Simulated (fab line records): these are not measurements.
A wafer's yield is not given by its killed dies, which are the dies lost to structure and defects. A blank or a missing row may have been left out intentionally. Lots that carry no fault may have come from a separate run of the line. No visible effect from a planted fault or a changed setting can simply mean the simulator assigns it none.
Which tool did it? | flow gf180mcu | Sampling: 6 lots, 18 wafers, 2 of 602 route steps

== WHAT EACH GAUGE READ, for each wafer ==
GF_VT_IMPLANT_OVL_MEAS_40.
lot  | measured     | on         | VT_IMPLANT_03_OVL (nm)
L248 | day 9 19:17  | overlay-02 | -0.3 -1.2 -0.7
L250 | day 10 07:11 | overlay-01 | - - -
L253 | day 11 06:28 | overlay-02 | -0.2 -0.7 0.5
L256 | day 12 00:23 | overlay-02 | 0.0 -0.1 0.4
L258 | day 12 13:02 | overlay-02 | -0.2 0.7 1.9
L262 | day 13 15:32 | overlay-01 | 1.1 0.8 0.1

== WHICH TOOL RAN EACH LOT (tool, then ch and the chambers of the sampled wafers, then the start) ==
lot  | GF_VT_IMPLANT_EXPOSE_37
L248 | iline stepper-02 ch 0, day 9 10:52
L250 | iline stepper-02 ch 0, day 9 23:07
L253 | iline stepper-02 ch 0, day 10 22:05
L256 | iline stepper-02 ch 0, day 11 15:28
L258 | iline stepper-01 ch 0, day 12 03:11
L262 | iline stepper-02 ch 0, day 13 05:58
- GF_VT_IMPLANT_EXPOSE_37: exposes mask Nwell HV AREA, target cd 860 nm.

== THE ANSWER, worked out from the rows above alone ==
Rule: the lots themselves supply what counts as usual. The widest of any qualifying gaps counts: lots, ordered by their means at a reading, are off when they make up no more than a third of the lots, leave a main group of 4 or more, and stand apart from it by 3 or more times the standard deviation of that group's means. The tables above print the reading to a certain number of digits; a main group whose means all agree to those digits is not used. Also off: a lot with no number at a reading for which 4 or more lots have one. Where the step has rows for the other lots, those lots are counted as sound.
Off: L250, at GF_VT_IMPLANT_OVL_MEAS_40 (VT_IMPLANT_03_OVL). Without a number there: L250. The main group: mean 0.1 nm, standard deviation 0.56.
If a tool, at a process step before that reading, ran all the lots that are off and no sound lot after the first of them, it fits. Gauges at GF_VT_IMPLANT_OVL_MEAS_40: tried the same way as those tools. None of those tried fits.

== WHAT THE SIMULATOR HAD PUT IN ==
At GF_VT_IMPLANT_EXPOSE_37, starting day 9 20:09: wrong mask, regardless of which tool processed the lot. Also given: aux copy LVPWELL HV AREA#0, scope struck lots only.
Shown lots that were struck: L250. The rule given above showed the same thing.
